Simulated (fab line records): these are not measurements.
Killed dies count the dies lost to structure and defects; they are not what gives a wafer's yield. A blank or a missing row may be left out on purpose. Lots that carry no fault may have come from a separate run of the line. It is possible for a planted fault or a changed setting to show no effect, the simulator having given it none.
Chamber matching    flow gf180mcu    rieSi-02 running GF_STI_ETCH_14: 4 sister chambers
The step etches Si in HBr/Cl2/O2, target depth 360 nm, time 102.9 s. 8 wafers are shown with their chamber, then 8 later ones without.

## WAFERS WITH THEIR CHAMBER
wafer   chamber  drypumpMotorCurrentA (A)  heBacksideLeakSccm (sccm)
L561.3  1        5.5                       2.98
L561.5  0        6.0                       3.12
L566.1  0        6.0                       3.00
L566.6  3        6.4                       2.95
L568.1  3        6.4                       2.91
L568.5  2        6.6                       2.45
L568.6  1        5.5                       2.71
L573.3  2        6.7                       2.55

## WAFERS WITHOUT THEIR CHAMBER
wafer   drypumpMotorCurrentA (A)  heBacksideLeakSccm (sccm)
L573.4  6.0                       3.39
L573.6  6.4                       2.93
L574.4  5.5                       2.83
L574.5  6.4                       3.10
L574.6  6.0                       2.82
L581.2  6.6                       2.49
L581.4  6.4                       2.93
L581.6  6.4                       3.01

## EACH ONE'S CHAMBER
wafer   from the rows above  in truth
L573.4  0                    0
L573.6  3                    3
L574.4  1                    1
L574.5  3                    3
L574.6  0                    0
L581.2  2                    2
L581.4  3                    3
L581.6  3                    3
Correct placement for 8 of the 8. Not placeable from these rows: 0. Number placed wrongly: 0.
How it was worked out, from the rows above alone: a wafer's distance from a chamber is the root of the sum, over the readings, of the square of ((its reading less the chamber's mean) divided by the reading's scatter). The wafer belongs to the nearest chamber; if the next one is less than 2 further off, it can't be placed. Each chamber's mean is taken over the wafers shown for it. How the scatter is found: for the shown wafers, subtract from each reading the mean of its chamber, square and add these, divide the total by (wafers less chambers), then take the root.
